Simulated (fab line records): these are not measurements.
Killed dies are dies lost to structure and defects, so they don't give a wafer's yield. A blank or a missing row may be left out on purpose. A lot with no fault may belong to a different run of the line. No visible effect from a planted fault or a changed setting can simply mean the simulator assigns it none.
Which tool was responsible? :: flow sky130 :: Sampling: 6 lots, 18 wafers, 4 of 708 route steps

## WHAT THE GAUGES READ, wafer by wafer
SKY_SD_P_CD_MEAS_07 targets a cd of 380 nm.
lot: L532
measured: day 25 08:18
on: cd_sem-01
cd_nm (nm): 377.9 376.9 375.7

lot: L536
measured: day 27 16:58
on: cd_sem-02
cd_nm (nm): 379.1 378.1 381.1

lot: L535
measured: day 27 20:43
on: cd_sem-02
cd_nm (nm): 380.1 382.3 380.9

lot: L542
measured: day 30 01:31
on: cd_sem-02
cd_nm (nm): 268.0 269.8 269.0

lot: L548
measured: day 30 23:50
on: cd_sem-02
cd_nm (nm): 378.7 382.6 381.6

lot: L552
measured: day 32 03:44
on: cd_sem-02
cd_nm (nm): 383.3 384.1 383.6

## TOOL THAT RAN EACH LOT (tool first, then ch and the chambers of the sampled wafers, then the start)
lot: L532
SKY_LDD_HVN_STRIP_09: plasma_asher-01 ch 0,1, day 20 09:09
SKY_SPACER_ETCHBACK_02: rie_diel-01 ch 0,3, day 22 21:05
SKY_SD_P_DEVELOP_06: litho_track-01 ch 0, day 25 08:10

lot: L536
SKY_LDD_HVN_STRIP_09: plasma_asher-03 ch 0,1, day 22 16:22
SKY_SPACER_ETCHBACK_02: rie_diel-02 ch 0,2,3, day 25 06:31
SKY_SD_P_DEVELOP_06: litho_track-03 ch 0, day 27 16:49

lot: L535
SKY_LDD_HVN_STRIP_09: plasma_asher-03 ch 0,1, day 22 19:09
SKY_SPACER_ETCHBACK_02: rie_diel-02 ch 2,3, day 25 10:05
SKY_SD_P_DEVELOP_06: litho_track-03 ch 0, day 27 20:34

lot: L542
SKY_LDD_HVN_STRIP_09: plasma_asher-01 ch 0,1, day 25 01:51
SKY_SPACER_ETCHBACK_02: rie_diel-04 ch 0,3, day 27 16:04
SKY_SD_P_DEVELOP_06: litho_track-03 ch 0, day 30 01:22

lot: L548
SKY_LDD_HVN_STRIP_09: plasma_asher-03 ch 0,1, day 26 03:02
SKY_SPACER_ETCHBACK_02: rie_diel-02 ch 1,2, day 28 15:25
SKY_SD_P_DEVELOP_06: litho_track-01 ch 0, day 30 23:41

lot: L552
SKY_LDD_HVN_STRIP_09: plasma_asher-01 ch 0,1, day 27 07:23
SKY_SPACER_ETCHBACK_02: rie_diel-04 ch 0,1,3, day 29 20:31
SKY_SD_P_DEVELOP_06: litho_track-02 ch 0, day 32 03:35
- SKY_LDD_HVN_STRIP_09: strips in O2/N2.
- SKY_SPACER_ETCHBACK_02: etches Si3N4 in CH3F/O2, stops on SiO2, time 46.7 s, target depth 45 nm.
- SKY_SD_P_DEVELOP_06: develop time 60 s.

## THE ANSWER, worked out from the rows above alone
Rule: what is usual is taken from the lots themselves. Put in order of their means at a reading, lots are off if they are a third of the lots or fewer, leave a main group of 4 or more, and stand apart from it by a gap of 3 or more times the standard deviation of the main group's means; of several such gaps the widest counts. The tables above print the reading to a certain number of digits; a main group whose means all agree to those digits is not used. A lot without any number at a reading at which 4 lots or more have one is off too. The other lots that the step has rows for count as sound.
Off at SKY_SD_P_CD_MEAS_07 (cd_nm): L542. Mean 380.4 nm and standard deviation 2.2 in the main group.
If a tool, at a process step before that reading, ran all the lots that are off and no sound lot after the first of them, it fits. Gauges at SKY_SD_P_CD_MEAS_07: tried the same way as those tools. One fits: litho_track-03 at SKY_SD_P_DEVELOP_06. Its last sound lot is L535 (day 27 20:34), its first lot that is off L542 (day 30 01:22): a fault that began between those two fits.

## WHAT HAD BEEN PUT IN BY THE SIMULATOR
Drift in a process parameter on litho_track-03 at SKY_SD_P_DEVELOP_06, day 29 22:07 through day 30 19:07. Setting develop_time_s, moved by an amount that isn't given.
Lots struck among those shown: L542. Same finding as the rule above.
